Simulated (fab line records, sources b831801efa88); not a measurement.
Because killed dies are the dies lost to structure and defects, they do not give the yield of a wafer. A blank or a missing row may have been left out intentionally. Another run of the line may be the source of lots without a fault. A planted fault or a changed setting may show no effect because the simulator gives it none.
Problem report in the 8D (eight disciplines) form, filled by code || flow gf180mcu || the parts of the form that need people (team, actions taken, sign-off) are left out

== 1. THE PROBLEM ==
Mean of cdNm at GF_STI_CD_MEAS_12: 227.4 nm across 6 wafers in 2 lots; on wafers with no fault it is 220.2 nm (standard deviation 1). That is +7.2 standard deviations from the usual mean.
The step: target cd 220 nm.
First seen on wafer L488.2, day 3 18:13, on cdSem-02. At this step, 36 wafers from 12 lots have a number in the record. By rule, "out" or "out of limits" means more than 4 standard deviations away from the usual mean. All remaining wafers that have a number are taken as sound.

== 2. WHAT IT IS, WHAT IT ISN'T ==
{"question": "which readings at this step", "is": "cdNm", "is not": "-"}
{"question": "which lots", "is": "L488, L494", "is not": "L481, L482, L484, L485, L486, L489, L491, L498, L500, L503"}
{"question": "which wafers of those lots", "is": "all that have a number", "is not": "-"}
{"question": "read on which gauges", "is": "cdSem-01, cdSem-02", "is not": "-"}
{"question": "when", "is": "from day 3 18:13", "is not": "up to then (15 sound wafers); but 15 sound wafers of L489, L491, L498, L500, L503 came after"}

== 3. SUSPECTS, AND WHAT RULES EACH OUT ==
Counting: any tool at a process step up to the reading is kept as a suspect provided that every lot that is out went through it and no sound lot did after the first of them.
- ruled out: the gauge at GF_STI_CD_MEAS_12. Those wafers that are out were read across 2 gauges (cdSem-01, cdSem-02).
- lithoTrack-03 at GF_STI_PEB_10 (peb time 90 s): kept. It ran every lot that is out, first L488 (day 3 17:53), and no sound lot after that; its last sound lot up to then is L486 (day 3 08:01). On those wafers its own readings are out: heaterPowerTotalW, plateTempC.
After counting, what remains is lithoTrack-03 at GF_STI_PEB_10.

== 4. THE CAUSE (what the simulator had put in) ==
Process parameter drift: lithoTrack-03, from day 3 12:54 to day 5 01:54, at GF_STI_PEB_10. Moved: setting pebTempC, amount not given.
Only this tool survived the counting.

== 5. THE CHAIN OF EFFECTS, in route order ==
One row per reading whose mean, taken over the struck wafers that have a number, lies over 3 standard deviations from the usual. Only readings for which the record gives a usual standard deviation are gone through. hours: the time from each lot's start at the first step in this table that gives one to its start at this step, as a median over the lots. sigmas: the change in usual standard deviations.
{"hours": 0, "step": "GF_STI_PEB_10", "reading": "heaterPowerTotalW", "usual": "85.70 W", "on struck wafers": 83.45, "change": -2.25, "sigmas": -26}
{"hours": 0, "step": "GF_STI_PEB_10", "reading": "plateTempC", "usual": "134.97 C", "on struck wafers": 132.15, "change": -2.82, "sigmas": -19}
{"hours": 0, "step": "GF_STI_CD_MEAS_12", "reading": "cdNm", "usual": "220.2 nm", "on struck wafers": 227.4, "change": "+7.2", "sigmas": "+7.2"}
The process steps in it:
- GF_STI_PEB_10: peb time 90 s.

== 6. HOW IT WOULD HAVE BEEN CAUGHT EARLIER ==
Counted from the fault's start at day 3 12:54, it took 5 hours until the first out-of-limits reading at a measuring or inspecting step in this record, taken at day 3 18:13.
The tool's own readings at GF_STI_PEB_10 were out on every struck wafer that the step has a row for (heaterPowerTotalW, plateTempC): an alarm limit on them would have fired on the first of those.
L494, from the lots that are out (2), started GF_STI_PEB_10 on lithoTrack-03 later than day 3 18:13. It would have been spared by a hold on the tool at that moment.
